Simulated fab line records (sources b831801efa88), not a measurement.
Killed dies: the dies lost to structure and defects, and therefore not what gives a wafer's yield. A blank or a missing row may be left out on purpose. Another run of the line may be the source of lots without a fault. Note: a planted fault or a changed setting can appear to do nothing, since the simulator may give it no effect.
Problem report in the 8D (eight disciplines) form, filled by code | flow sky130 | the parts of the form that need people (team, actions taken, sign-off) are left out

1. WHAT WENT WRONG
Wafers without a fault read 796.6 W, standard deviation 2.7; rf-fwd-power-W at SKY_PASSIVATION_ETCH_11 reads a mean of 923.2 W on 6 wafers belonging to 2 lots. That is +47 standard deviations from the usual mean.
The step: etches the open film in CF4/O2, stops on AlCu, target depth 725 nm, time 161.1 s.
First seen on wafer L704.2, day 48 19:08, on rie-diel-03. The record holds 33 wafers of 11 lots with a number at this step. Rule for "out", or "out of limits": more than 4 standard deviations from the usual mean. Any other wafer with a number is counted as sound.

2. WHAT THIS IS AND IS NOT
question                    | is                     | is not
which readings at this step | rf-fwd-power-W         | drypump-motor-current-A, oes-product-au, throttle-valve-pct
which lots                  | L704, L710             | L691, L694, L697, L698, L699, L703, L706, L707, L714
which wafers of those lots  | all that have a number | -
read on which tools         | rie-diel-03            | rie-diel-02, rie-diel-04
when                        | from day 48 19:08      | up to then (24 sound wafers); but 3 sound wafers of L714 came after

3. THE SUSPECTS, EACH WITH WHAT RULES IT OUT
Counting: any tool at a process step up to the reading is kept as a suspect provided that every lot that is out went through it and no sound lot did after the first of them.
- pecvd-02 at SKY_CAP2M_CVD_00 (deposits SiO2, target thk 15.5 nm): kept. It ran every lot that is out, first L704 (day 44 08:43), and no sound lot after that; its last sound lot up to then is L703 (day 43 06:39).
- rie-diel-03 at SKY_PASSIVATION_ETCH_11 (etches the open film in CF4/O2, stops on AlCu, target depth 725 nm, time 161.1 s): kept. It ran every lot that is out, first L704 (day 48 19:08), and no sound lot after that; its last sound lot up to then is L703 (day 47 19:50). Its own rf-fwd-power-W readings are out on those wafers.
What counting leaves: pecvd-02 at SKY_CAP2M_CVD_00 and rie-diel-03 at SKY_PASSIVATION_ETCH_11.

4. THE CAUSE (what the simulator had put in)
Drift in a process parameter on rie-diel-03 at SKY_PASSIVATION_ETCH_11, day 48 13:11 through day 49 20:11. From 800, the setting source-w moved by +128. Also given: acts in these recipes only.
Counting leaves 2 suspects; this tool is one of them.

5. THE EFFECT CHAIN, in route order
Each row: a reading where the mean over the struck wafers with a number is more than 3 standard deviations away from the usual. Only readings whose record carries a usual standard deviation are examined. hours: median over the lots of the time between each lot's start at the first step of this table that gives one and its start at this step. sigmas: the change, counted in usual standard deviations.
hours | step                     | reading                  | usual   | on struck wafers | change | sigmas
0     | SKY_PASSIVATION_ETCH_11  | rf-fwd-power-W           | 796.6 W | 923.2            | +126.6 | +47
0     | SKY_PASSIVATION_STRIP_12 | strip-time-to-endpoint-s | 31.47 s | 30.63            | -0.84  | -7.0
Its process steps:
- SKY_PASSIVATION_ETCH_11: etches the open film in CF4/O2, stops on AlCu, target depth 725 nm, time 161.1 s.
- SKY_PASSIVATION_STRIP_12: strips in O2/N2.

6. WHAT WOULD HAVE CAUGHT IT SOONER
First out-of-limits reading in this record: day 48 19:08, which is 6 hours after fault onset at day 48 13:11.
